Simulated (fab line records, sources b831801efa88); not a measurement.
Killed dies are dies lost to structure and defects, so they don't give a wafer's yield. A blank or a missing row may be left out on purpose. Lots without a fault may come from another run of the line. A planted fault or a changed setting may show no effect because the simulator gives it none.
A struck lot beside a sound one | flow sky130 | 15 steps out of a route of 708
Sound: wafers L450.1, L450.5, L450.6. Struck: wafers L458.1, L458.2, L458.5. The cause comes at the end.
At each step with rows: each side's tool, then ch and its chambers, then its first start. Under that, the readings that differ: sound wafers | struck wafers | difference of the means | sigmas: that difference in standard deviations of wafers without a fault.
alike: readings whose means differ by less than 2 such deviations, and words and numbers that are the same on both sides. not compared: withheld readings, readings that some wafer has no value for, bounds like >300 that may hide the same value, and numbers for which the record gives no deviation and whose values overlap.
The two part at a step that has a row with sigmas, a row that says differs or no value, or rows on one side only. Numbers that don't overlap but have no deviation are shown without sigmas and don't part them. A reading that every wafer of one side lacks parts them only if that side has two wafers or more.

SKY_LDD_HVP_TW_MEAS_10:
  sound on film_metro-01, day 22 04:37; struck on film_metro-04, day 25 03:49
  alike: LDD_HVP_TW
then, 7 steps without rows for these wafers: SKY_LDD_LDN_DEHYDRATE_00 (time 60 s); SKY_LDD_LDN_HMDS_01 (prime time 60 s); SKY_LDD_LDN_COAT_02 (resist thk 1140 nm); SKY_LDD_LDN_SOFTBAKE_03 (time 60 s); SKY_LDD_LDN_EXPOSE_04 (exposes mask LDNTM, target cd 700 nm); SKY_LDD_LDN_PEB_05; SKY_LDD_LDN_DEVELOP_06 (develop time 60 s).
SKY_LDD_LDN_OVL_MEAS_07:
  sound on overlay-01, day 23 11:20; struck on overlay-01, day 26 08:35
  alike: LDD_LDN_OVL
then, 3 steps without rows for these wafers: SKY_LDD_LDN_IMPLANT_08; SKY_LDD_LDN_IMPLANT_09; SKY_LDD_LDN_IMPLANT_10.
SKY_LDD_LDN_IMPLANT_11:
  sound on implanter-03 ch 0, day 23 11:49; struck on implanter-04 ch 0, day 26 09:04
  reading                   | sound                | struck               | difference | sigmas
  beam_energy_keV           | 14.999 14.993 14.998 | 17.434 17.426 17.436 | +2.435     | +99 or more
  model.implant.rp_nm (nm)  | 12.91 12.91 12.91    | 14.65 14.65 14.65    | +1.74      |
  model.implant.drp_nm (nm) | 5.933 5.933 5.933    | 6.563 6.563 6.563    | +0.630     |
  alike: beam_on_s
SKY_LDD_LDN_STRIP_12: strips in O2/N2.
  sound on plasma_asher-02 ch 0,1, day 23 11:58; struck on plasma_asher-03 ch 0,1, day 26 09:13
  alike: drypump_motor_current_A, oes_product_au, strip_time_to_endpoint_s
  not compared: rf_hours_counter_h
-- the record jumps here: 22 days lie between the struck wafers' starts before and after (it left off in module LDD_LDN and takes up again in module PAD_OPEN, whose first step shown is number 708 of the route) --
SKY_PAD_OPEN_PROBE_99:
  the record has rows for the struck wafers here (prober-01, day 48 05:13) and none for the sound ones

WHERE THEY PART
First at SKY_LDD_LDN_IMPLANT_11; last, within this record, at SKY_PAD_OPEN_PROBE_99.

WHY: what the simulator had put in
Process parameter drift: implanter-04, from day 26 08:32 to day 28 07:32, at SKY_LDD_LDN_IMPLANT_11. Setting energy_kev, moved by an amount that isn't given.
